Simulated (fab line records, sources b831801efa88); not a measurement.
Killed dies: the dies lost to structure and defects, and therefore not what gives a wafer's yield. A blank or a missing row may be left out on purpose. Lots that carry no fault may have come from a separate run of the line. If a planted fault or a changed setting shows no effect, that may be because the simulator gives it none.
fab line records	flow sky130
[record] lots = 5	wafers = 15	last_day = 49
route steps=708 shown FIELD_ISO@1 PAD_OPEN@708
lots that met no fault: from a run of the same line without faults
start_h: hours from the record's first day to the start of the lot's first wafer shown	wait_h: hours elapsed since this lot's preceding step	" identical to the entry in the row above	L1.1+2: a row that stands for several wafers	- no value, or no start given	* or withheld: withheld	< > ~ a bound
route shown NAME@n: NAME is a module with steps in the file, n the number in the route of the first one	usual: mean/standard deviation taken from wafers without a fault	same: alike in all rows	chamber/n: place in a boat	sites: each site's reading	_std_site: how widely they spread, as a standard deviation	_edge_site: the outer-site mean with the inner-site mean subtracted	radius_mm: for every site, how far away it sits from the centre of the wafer	mask NAME#n: copy n	behind: the last tool/chamber to shape the wafer	hold: why the lot went on hold/how many hours it stayed there/how the hold came to an end	device: whichever transistor did not switch (one of n, p or np)	end of line: the route-end tests of the same wafers	a step with no rows: only its recipe	killed: not the wafer's yield, but the dies lost to structure and defects at the first sort	map: a wafer's dies, x killed, . not, _ none there
set.NAME: the setting the step ran with; set.NAME@STEP: the setting that earlier step ran with	model.NAME: the simulator's own value behind a step, which no gauge read
certain route steps with their lots: each step a table, each wafer a row
services: when a tool's chamber went out of use (start_h, in hours from the record's first day, below 0 if earlier), for how many hours, and the reason
[[steps]]
[step SKY_FIELD_ISO_BOW_MEAS_00]
[recipe] mode = bow
[usual] INCOMING_BOW = 0/6.3
lot.wafer	tool	chamber	start_h	wait_h	INCOMING_BOW[um]
L119.4	film_metro-03	-	45.06	-	-2
L119.5	"	-	"	"	-2
L119.6	"	-	"	"	7
L122.2	film_metro-01	-	60.02	-	-16
L122.5	"	-	"	"	4
L122.6	"	-	"	"	-7
L126.1	film_metro-01	-	80.00	-	13
L126.2	"	-	"	"	-4
L126.4	"	-	"	"	-4
L129.2	film_metro-03	-	95.02	-	-6
L129.3	"	-	"	"	-7
L129.6	"	-	"	"	8
L130.2	film_metro-02	-	100.02	-	5
L130.3	"	-	"	"	-3
L130.4	"	-	"	"	6
[step SKY_FIELD_ISO_OXIDATION_01]
[recipe] temp_c = 900	ambient = O2	stabilise_s = 600	purge_s = 300	target_thk_a = 120	ox_time_s = 1843
[step SKY_FIELD_ISO_THK_MEAS_02]
[recipe] reads = SiO2_of_FIELD_ISO_OXIDATION_01
[usual] FIELD_ISO_OXIDATION_00_THK = 12.07/0.25
lot.wafer	tool	chamber	start_h	wait_h	FIELD_ISO_OXIDATION_00_THK[nm]
L119.4	film_metro-03	-	46.66	0.0	11.73
L119.5	"	-	"	"	11.94
L119.6	"	-	"	"	11.95
L122.2	film_metro-02	-	62.51	0.0	12.16
L122.5	"	-	"	"	12.29
L122.6	"	-	"	"	12.07
L126.1	film_metro-01	-	81.93	0.0	11.61
L126.2	"	-	"	"	11.61
L126.4	"	-	"	"	11.37
L129.2	film_metro-01	-	96.70	0.0	12.13
L129.3	"	-	"	"	11.91
L129.6	"	-	"	"	11.93
L130.2	film_metro-02	-	101.77	0.0	11.94
L130.3	"	-	"	"	11.75
L130.4	"	-	"	"	11.96
[step SKY_FIELD_ISO_CVD_03]
[recipe] material = Si3N4	precursor = DCS/NH3	target_thk_nm = 165	temp_c = 770	time_s = 2830	pressure_mtorr = 250
[step SKY_FIELD_ISO_THK_MEAS_04]
[recipe] reads = Si3N4_of_FIELD_ISO_CVD_03
[usual] FIELD_ISO_CVD_03_THK = 164.8/1.4
lot.wafer	tool	chamber	start_h	wait_h	FIELD_ISO_CVD_03_THK[nm]
L119.4	film_metro-01	-	49.22	0.0	164.6
L119.5	"	-	"	"	165.1
L119.6	"	-	"	"	163.4
L122.2	film_metro-03	-	64.36	0.0	162.2
L122.5	"	-	"	"	164.2
L122.6	"	-	"	"	163.5
L126.1	film_metro-03	-	84.01	0.0	163.6
L126.2	"	-	"	"	164.4
L126.4	"	-	"	"	163.9
L129.2	film_metro-03	-	99.70	0.0	166.1
L129.3	"	-	"	"	167.4
L129.6	"	-	"	"	166.5
L130.2	film_metro-03	-	104.95	0.0	164.3
L130.3	"	-	"	"	163.5
L130.4	"	-	"	"	164.5
[step SKY_FIELD_ISO_DEHYDRATE_05]
[recipe] temp_c = 200	time_s = 60
[step SKY_FIELD_ISO_HMDS_06]
[recipe] prime_time_s = 60	prime_temp_c = 120
[step SKY_FIELD_ISO_COAT_07]
[recipe] resist = BARC	temp_c = withheld	time_s = withheld	spin_rpm = 3000	resist_thk_nm = 60
[step SKY_FIELD_ISO_COAT_08]
[recipe] resist = KrF-thick	spin_rpm = 3000	resist_thk_nm = 450
[step SKY_FIELD_ISO_SOFTBAKE_09]
[recipe] temp_c = 100	time_s = 90	resist = KrF-thick
[step SKY_FIELD_ISO_EXPOSE_10]
[recipe] mask_id = FOM	na = 0.68	source_shape = annular	sigma_inner = 0.4	sigma_outer = 0.8	target_cd_nm = 150	dose_mj = 28
[same] sigma_inner = 0.4	sigma_outer = 0.8
lot.wafer	tool	chamber	start_h	wait_h	mask
L119.4+5+6	krf_scanner-01	0	57.85	-	FOM#0
L122.2+5+6	krf_scanner-02	0	72.84	-	FOM#0
L126.1+2+4	krf_scanner-01	0	93.37	-	FOM#0
L129.2+3+6	krf_scanner-01	0	108.56	-	FOM_R1#0
L130.2+3+4	krf_scanner-02	0	114.78	-	FOM#0
[step SKY_FIELD_ISO_PEB_11]
[recipe] peb_temp_c = withheld	peb_time_s = withheld	resist = KrF-thick
[step SKY_FIELD_ISO_DEVELOP_12]
[recipe] develop_time_s = 60	resist = KrF-thick	dev_temp_c = 21
[step SKY_FIELD_ISO_CD_MEAS_13]
[recipe] target_cd_nm = 150
[usual] cd_nm = 150.5/1.7
lot.wafer	tool	chamber	start_h	wait_h	hold	cd_nm
L119.4	cd_sem-01	-	65.46	-	-	150.5
L119.5	"	-	"	"	-	151.1
L119.6	"	-	"	"	-	150.7
L122.2	cd_sem-01	-	80.55	-	-	151.1
L122.5	"	-	"	"	-	152.3
L122.6	"	-	"	"	-	151.9
L126.1	cd_sem-01	-	101.06	-	-	150.4
L126.2	"	-	"	"	-	149.1
L126.4	"	-	"	"	-	149.3
L129.2	cd_sem-01	-	117.70	-	await_dispo/0.2h/release	134.5
L129.3	"	-	"	"	await_dispo/0.2h/release	132.5
L129.6	"	-	"	"	await_dispo/0.2h/release	133.6
L129.2	cd_sem-01	-	117.99	0.3	-	134.8
L129.3	"	-	"	"	-	132.4
L129.6	"	-	"	"	-	132.9
L130.2	cd_sem-01	-	123.50	-	-	151.5
L130.3	"	-	"	"	-	152.7
L130.4	"	-	"	"	-	152.3
[step SKY_FIELD_ISO_ETCH_14]
[recipe] chemistry = N2/H2	target = BARC	ion_energy_ev = 200	source_w = 500	bias_w = 100	pressure_mtorr = 30	n2_flow_sccm = 100	h2_flow_sccm = 200	stop_on = SiO2	time_s = 45.9	target_depth_a = 600
[usual] drypump_motor_current_A = 5.7/0.41	h2_flow_sccm = 200.0/0.64	oes_product_au = 0.854/0.0049	throttle_valve_pct = 13.225/0.0089
lot.wafer	tool	chamber	start_h	wait_h	hold	drypump_motor_current_A	h2_flow_sccm	oes_product_au	rf_hours_counter_h	throttle_valve_pct	model.FIELD_ISO.cd_nm
L119.4	rie_diel-02	3	65.52	0.0	-	5.7	199.1	0.859	69	13.239	150.4
L119.5	"	1	"	"	-	5.5	199.9	0.852	-	13.235	151.5
L119.6	"	0	"	"	-	5.7	199.2	0.858	-	13.216	150.4
L122.2	rie_diel-03	1	80.65	0.1	-	5.6	200.0	0.851	50	13.220	150.2
L122.5	"	3	"	"	-	5.4	200.0	0.851	-	13.231	152.8
L122.6	"	2	"	"	-	6.0	199.2	0.858	-	13.209	153
L126.1	rie_diel-03	3	101.18	0.1	-	5.4	199.8	0.857	67	13.221	150.7
L126.2	"	2	"	"	-	6.0	198.5	0.860	38	13.235	150.3
L126.4	"	2	"	"	-	6.0	200.2	0.866	-	13.220	150.2
L129.2	rie_diel-03	0	120.70	2.7	await_dispo/2.6h/release	6.2	199.8	0.862	29	13.221	134.8
L129.3	"	1	"	"	await_dispo/2.6h/release	5.6	200.6	0.853	50	13.219	132.1
L129.6	"	0	"	"	await_dispo/2.6h/release	6.2	199.4	0.858	-	13.230	133.2
L130.2	rie_diel-04	0	123.60	0.1	-	6.0	199.4	0.854	11	13.235	150.3
L130.3	"	1	"	"	-	4.9	199.4	0.857	134	13.228	152.1
L130.4	"	3	"	"	-	5.3	200.2	0.853	104	13.225	150.8
[step SKY_FIELD_ISO_ETCH_15]
[recipe] chemistry = CHF3/O2	target_depth_nm = 180	stop_on = Si	source_w = 600	bias_w = 200	pressure_mtorr = 40	chf3_flow_sccm = 50	O2_flow_sccm = 5	time_s = 72
[usual] drypump_motor_current_A = 5.7/0.41	oes_product_au = 0.945/0.0066	throttle_valve_pct = 8.844/0.0092
lot.wafer	tool	chamber	start_h	wait_h	drypump_motor_current_A	oes_product_au	rf_hours_counter_h	throttle_valve_pct
L119.4	rie_diel-02	3	65.56	0.0	5.7	0.945	69	8.840
L119.5	"	1	"	"	5.5	0.946	-	8.834
L119.6	"	0	"	"	5.7	0.938	-	8.840
L122.2	rie_diel-03	1	80.69	0.0	5.6	0.938	50	8.848
L122.5	"	3	"	"	5.4	0.941	-	8.843
L122.6	"	2	"	"	6.0	0.934	-	8.839
L126.1	rie_diel-03	3	101.22	0.0	5.4	0.945	67	8.839
L126.2	"	2	"	"	6.0	0.949	38	8.839
L126.4	"	2	"	"	6.0	0.938	-	8.854
L129.2	rie_diel-03	0	120.75	0.0	6.2	0.952	29	8.849
L129.3	"	1	"	"	5.6	0.951	50	8.850
L129.6	"	0	"	"	6.2	0.949	-	8.856
L130.2	rie_diel-04	0	123.64	0.0	6.0	0.940	11	8.851
L130.3	"	1	"	"	4.9	0.939	134	8.833
L130.4	"	3	"	"	5.3	0.948	104	8.848
[step SKY_FIELD_ISO_STRIP_16]
[recipe] chemistry = O2/N2	power_w = 1400	pressure_mtorr = 1500	platen_temp_c = withheld	o2_flow_sccm = 3000	n2_flow_sccm = 300	overash_fraction = 0.5
[usual] drypump_motor_current_A = 5.6/0.74	oes_product_au = 0.378/0.0047	strip_time_to_endpoint_s = 3.54/0.034
lot.wafer	tool	chamber	start_h	wait_h	drypump_motor_current_A	oes_product_au	rf_hours_counter_h	strip_time_to_endpoint_s
L119.4	plasma_asher-04	1	65.65	0.1	4.8	0.376	-	3.58
L119.5	"	0	"	"	6.4	0.388	-	3.59
L119.6	"	1	"	"	4.8	0.372	-	3.46
L122.2	plasma_asher-01	1	80.75	0.0	6.6	0.377	40	3.54
L122.5	"	1	"	"	6.6	0.380	-	3.53
L122.6	"	0	"	"	5.9	0.378	-	3.52
L126.1	plasma_asher-01	0	101.28	0.0	5.9	0.370	43	3.56
L126.2	"	1	"	"	6.7	0.387	43	3.56
L126.4	"	1	"	"	6.7	0.378	-	3.56
L129.2	plasma_asher-01	1	120.80	0.0	6.7	0.379	44	3.50
L129.3	"	0	"	"	5.9	0.377	-	3.50
L129.6	"	0	"	"	5.9	0.386	-	3.54
L130.2	plasma_asher-02	0	123.70	0.0	4.8	0.384	31	3.53
L130.3	"	0	"	"	4.8	0.377	-	3.54
L130.4	"	1	"	"	5.0	0.378	-	3.55
[step SKY_FIELD_ISO_ETCH_17]
[recipe] target_depth_a = 3420	mask_material = Si3N4	chemistry = HBr/Cl2/O2	target = Si	taper_deg = 5	icp_w = 600	bias_w = 150	pressure_mtorr = 15	HBr_flow_sccm = 150	Cl2_flow_sccm = 40	O2_flow_sccm = 6	time_s = 97.7
[usual] HBr_flow_sccm = 150.0/0.41	drypump_motor_current_A = 5.7/0.47	oes_product_au = 1.000/0.0094	throttle_valve_pct = 25.657/0.011
lot.wafer	tool	chamber	start_h	wait_h	HBr_flow_sccm	drypump_motor_current_A	oes_product_au	rf_hours_counter_h	throttle_valve_pct	model.FIELD_ISO.cd_nm
L119.4	rie_si-01	0	65.72	0.0	150.1	6.3	1.008	20	25.642	149.4
L119.5	"	3	"	"	150.3	5.4	0.998	-	25.646	154
L119.6	"	0	"	"	150.2	6.3	1.009	-	25.664	149
L122.2	rie_si-02	1	80.85	0.1	149.5	5.6	0.995	31	25.649	148.9
L122.5	"	2	"	"	150.5	6.0	1.006	-	25.626	153.5
L122.6	"	3	"	"	150.2	5.2	0.993	-	25.652	153.8
L126.1	rie_si-02	0	101.38	0.1	149.7	5.6	0.986	122	25.652	151.6
L126.2	"	1	"	"	150.4	5.6	1.011	32	25.661	150.2
L126.4	"	2	"	"	149.7	6.0	1.011	50	25.636	150.9
L129.2	rie_si-01	3	120.90	0.1	149.7	5.4	1.003	0	25.635	136
L129.3	"	1	"	"	150.6	6.6	1.002	11	25.652	133.2
L129.6	"	0	"	"	150.3	6.3	1.006	-	25.641	133.8
L130.2	rie_si-02	2	123.80	0.1	149.4	6.0	1.007	50	25.647	146.5
L130.3	"	0	"	"	150.1	5.7	0.996	122	25.674	149.7
L130.4	"	1	"	"	149.6	5.6	0.991	32	25.674	149.9
[step SKY_FIELD_ISO_WET_ETCH_18]
[recipe] chemistry = H3PO4	target_depth_nm = 25	temp_c = 160	target = Si3N4	time_s = 286
[step SKY_PAD_OPEN_PROBE_99]
[usual] killed_at_M0_to_M3 = 42/7	killed_at_M4_up = 2.8/1.8	killed_at_contacts = 24/5.8	killed_at_front_end = 15/4.8	killed_at_other = 0.3/0.56	killed_dies = 84/11	killed_open = 46/7.8	killed_short = 38/6.3
[same] gross_dies = 492	killed_at_back_side = 0
lot.wafer	tool	chamber	start_h	wait_h	killed_at_M0_to_M3	killed_at_M4_up	killed_at_contacts	killed_at_front_end	killed_at_other	killed_dies	killed_open	killed_short	model.etest.pfet_g5v0d10v5.r_on_ohm_um	model.etest.res_pdiff.line_ohm_um	model.etest.res_ndiff.line_ohm_um	model.etest.sram_nfet_pass.drive_ua_um	model.etest.sonos_uncharged.r_on_ohm_um	model.etest.sram_pfet_latch.drive_ua_um	model.etest.res_ndiff.width_nm	model.etest.res_pdiff.width_nm
L119.4	prober-02	-	1123.05	0.2	38	3	29	14	0	84	46	38	4768	1372	786.2	462.3	849.5	139.6	156.8	144.1
L119.5	prober-02	-	1123.10	0.2	46	0	24	6	0	76	50	26	4773	1328	750.2	500.1	821.9	145.4	161.4	148.9
L119.6	prober-02	-	1123.15	0.2	41	5	35	9	0	90	55	35	4719	1366	785.9	480.3	833.1	139	156.3	142.7
L122.2	prober-01	-	1140.06	0.1	46	4	29	16	0	95	53	42	4684	1366	757	491.4	785.5	142.4	156.2	143.5
L122.5	prober-01	-	1140.21	0.2	41	1	20	17	1	80	36	44	4619	1295	729.1	485.5	787.5	144.5	160.4	147.6
L122.6	prober-01	-	1140.26	0.2	36	1	22	17	0	76	45	31	4708	1301	722.2	502.9	801.6	140.6	161.6	148.3
L126.1	prober-01	-	1157.61	0.1	53	4	26	16	0	99	58	40	4769	1364	759.2	471.9	796.7	141.5	159.4	145.4
L126.2	prober-01	-	1157.66	0.1	41	4	25	24	0	94	50	41	4720	1378	764.7	482.3	780.4	146.5	157.6	144.1
L126.4	prober-01	-	1157.76	0.2	49	5	32	17	0	103	54	49	4772	1363	762.5	475.5	781.1	140.4	157.5	145
L129.2	prober-02	-	1170.99	0.1	46	0	25	30	0	101	60	38	4812	1500	848.3	442.5	832.1	143.6	144	130.5
L129.3	prober-02	-	1171.04	0.2	47	5	25	34	0	111	54	42	4816	1546	865.6	433.2	839.7	138.7	140	127.4
L129.6	prober-02	-	1171.19	0.2	34	3	13	27	0	77	37	32	4925	1523	846.9	436.8	849	143.5	141.1	127.9
L130.2	prober-01	-	1177.57	0.1	50	0	25	16	0	91	57	34	4748	1381	783.2	501.9	849.3	150.7	153.5	140.9
L130.3	prober-01	-	1177.62	0.2	43	2	37	22	1	105	60	45	4664	1369	763.6	486.3	833.4	155.3	157.2	144.3
L130.4	prober-01	-	1177.67	0.2	33	3	23	11	0	70	45	25	4672	1363	763.5	512.5	826.4	149.6	157	144.5
// killed by level:class
L119.4 LI_CONTACT:geometric_particle:open=8 VIA2:geometric_particle:open=8 VIA1:geometric_particle:open=7 VIA1:geometric_particle:short=6 CONTACT:geometric_particle:short=6 LOCAL_INTERCONNECT:geometric_particle:short=5 CONTACT:geometric_particle:open=5 FIELD_ISO:geometric_particle:open=3
L119.5 VIA1:geometric_particle:open=15 CONTACT:geometric_particle:open=11 VIA3:geometric_particle:open=6 LI_CONTACT:geometric_particle:open=5 METAL2:geometric_particle:short=5 VIA2:geometric_particle:open=4 FIELD_ISO:geometric_particle:open=3 CONTACT:geometric_particle:short=3
L119.6 LI_CONTACT:geometric_particle:open=14 VIA3:geometric_particle:open=10 CONTACT:geometric_particle:open=9 VIA1:geometric_particle:open=9 METAL2:geometric_particle:short=8 FIELD_ISO:geometric_particle:short=4 LOCAL_INTERCONNECT:geometric_particle:short=4 CONTACT:geometric_particle:short=4
L122.2 VIA1:geometric_particle:open=10 VIA3:geometric_particle:open=9 CONTACT:geometric_particle:short=7 CONTACT:geometric_particle:open=6 LI_CONTACT:geometric_particle:open=6 VIA2:geometric_particle:open=5 FIELD_ISO:geometric_particle:short=4 METAL1:geometric_particle:short=4
L122.5 METAL1:geometric_particle:short=8 VIA1:geometric_particle:open=8 FIELD_ISO:geometric_particle:open=5 METAL2:geometric_particle:short=5 METAL3:geometric_particle:short=5 POLY_GATE:geometric_particle:open=4 LI_CONTACT:geometric_particle:short=4 LI_CONTACT:geometric_particle:open=4
L122.6 CONTACT:geometric_particle:open=9 VIA1:geometric_particle:open=8 POLY_GATE:geometric_particle:open=6 METAL2:geometric_particle:short=6 LI_CONTACT:geometric_particle:open=5 VIA3:geometric_particle:open=5 POLY_GATE:geometric_particle:short=4 VIA1:geometric_particle:short=4
L126.1 VIA1:geometric_particle:open=16 VIA3:geometric_particle:open=11 CONTACT:geometric_particle:open=9 LI_CONTACT:geometric_particle:open=8 VIA1:geometric_particle:short=8 FIELD_ISO:geometric_particle:short=7 VIA2:geometric_particle:short=5 CONTACT:geometric_particle:short=4
L126.2 CONTACT:geometric_particle:open=10 VIA1:geometric_particle:open=10 VIA2:geometric_particle:open=7 VIA3:geometric_particle:open=7 FIELD_ISO:geometric_particle:short=5 LI_CONTACT:geometric_particle:short=5 VIA3:geometric_particle:short=5 FIELD_ISO:geometric_particle:open=4
L126.4 CONTACT:geometric_particle:open=13 VIA1:geometric_particle:open=12 VIA1:geometric_particle:short=8 LI_CONTACT:geometric_particle:open=8 VIA2:geometric_particle:open=8 CONTACT:geometric_particle:short=6 FIELD_ISO:geometric_particle:short=5 METAL2:geometric_particle:short=5
L129.2 VIA1:geometric_particle:open=11 CONTACT:geometric_particle:open=10 POLY_GATE:geometric_particle:open=8 FIELD_ISO:geometric_particle:open=7 LI_CONTACT:geometric_particle:open=7 METAL2:geometric_particle:short=7 CONTACT:geometric_particle:short=6 VIA2:geometric_particle:open=6
L129.3 VIA2:geometric_particle:open=19 FIELD_ISO:area_expose=15 CONTACT:geometric_particle:open=8 CONTACT:geometric_particle:short=6 POLY_GATE:geometric_particle:open=5 VIA1:geometric_particle:open=5 METAL4:geometric_particle:short=5 FIELD_ISO:geometric_particle:short=4
L129.6 VIA3:geometric_particle:open=9 CONTACT:geometric_particle:open=8 FIELD_ISO:area_expose=8 FIELD_ISO:geometric_particle:short=6 METAL1:geometric_particle:short=5 VIA1:geometric_particle:open=5 VIA2:geometric_particle:open=4 METAL2:geometric_particle:short=4
L130.2 VIA2:geometric_particle:open=13 VIA3:geometric_particle:open=10 LI_CONTACT:geometric_particle:open=9 VIA1:geometric_particle:open=9 CONTACT:geometric_particle:short=7 CONTACT:geometric_particle:open=6 FIELD_ISO:geometric_particle:short=5 METAL1:geometric_particle:short=5
L130.3 CONTACT:geometric_particle:open=15 LI_CONTACT:geometric_particle:open=9 VIA3:geometric_particle:open=8 FIELD_ISO:geometric_particle:short=7 VIA1:geometric_particle:open=7 FIELD_ISO:geometric_particle:open=6 CONTACT:geometric_particle:short=6 METAL1:geometric_particle:short=6
L130.4 CONTACT:geometric_particle:open=12 VIA1:geometric_particle:open=9 VIA3:geometric_particle:open=9 LI_CONTACT:geometric_particle:open=6 METAL2:geometric_particle:short=4 FIELD_ISO:geometric_particle:short=3 POLY_GATE:geometric_particle:open=3 LOCAL_INTERCONNECT:geometric_particle:short=3
[[services]]
tool	chamber	start_h	hours	kind
krf_scanner-01	0	39.28	-	calibration
rie_diel-02	1	48.80	5.5	repair
rie_si-02	2	49.90	15.0	repair
plasma_asher-01	-	50.22	2.8	pm
rie_diel-04	-	56.63	0.4	repair
rie_diel-04	1	59.89	9.5	repair
rie_diel-03	-	64.39	2.8	repair
plasma_asher-04	-	67.77	8.5	repair
rie_si-01	3	68.07	-	clean
rie_si-01	3	68.07	17.0	scheduled_down
rie_si-01	3	68.07	17.0	vent_cycle
krf_scanner-02	-	70.37	1.0	pm
rie_diel-02	-	81.60	0.5	repair
krf_scanner-01	-	94.34	0.3	repair
krf_scanner-01	-	94.62	0.8	pm
krf_scanner-02	-	95.37	1.3	pm
rie_diel-03	0	98.09	10.0	repair
rie_diel-03	-	99.89	1.2	repair
krf_scanner-01	-	104.07	0.6	repair
krf_scanner-02	-	106.30	0.8	pm
plasma_asher-04	-	108.75	9.0	pm
plasma_asher-04	-	119.74	5.1	repair
rie_si-02	-	121.29	0.7	repair
rie_diel-02	2	123.25	2.8	repair
[[key]]
[first_sign] step = SKY_FIELD_ISO_EXPOSE_10	reading = mask	direction = changed
[effect] step = SKY_FIELD_ISO_CD_MEAS_13	reading = visit	direction = added
[effect] step = SKY_FIELD_ISO_CD_MEAS_13	reading = cd_nm	direction = down	sigmas = 10	usual = 150.5	struck = 133.5
[effect] step = SKY_PAD_OPEN_PROBE_99	reading = killed_at_front_end	direction = up	sigmas = 3.2	usual = 15	struck = 30
[model_effect] step = SKY_FIELD_ISO_ETCH_14	value = FIELD_ISO.cd_nm	without = 151.4	struck = 133.3
[model_effect] step = SKY_FIELD_ISO_ETCH_17	value = FIELD_ISO.cd_nm	without = 152.5	struck = 134.3
[model_effect] step = SKY_PAD_OPEN_PROBE_99	value = etest.pfet_g5v0d10v5.r_on_ohm_um	without = 4643	struck = 4851
met_at SKY_FIELD_ISO_EXPOSE_10
struck_wafers L129.2,L129.3,L129.6
tester_left_out L129
onset_between 93.37 108.56
[fault] kind = wrong_mask	tool = any	chamber = -	onset_h = 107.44	steps = SKY_FIELD_ISO_EXPOSE_10	aux_copy = FOM_R1#0	cd_offset_nm = -18	scope = struck_lots_only
// tester_left_out: of these lots the tester's yield and bins aren't shown, on N5 and GAA mostly nor the transistor test; their killed dies are dies lost to structure and defects alone, not to doping, threshold or leakage, so they don't give the yield
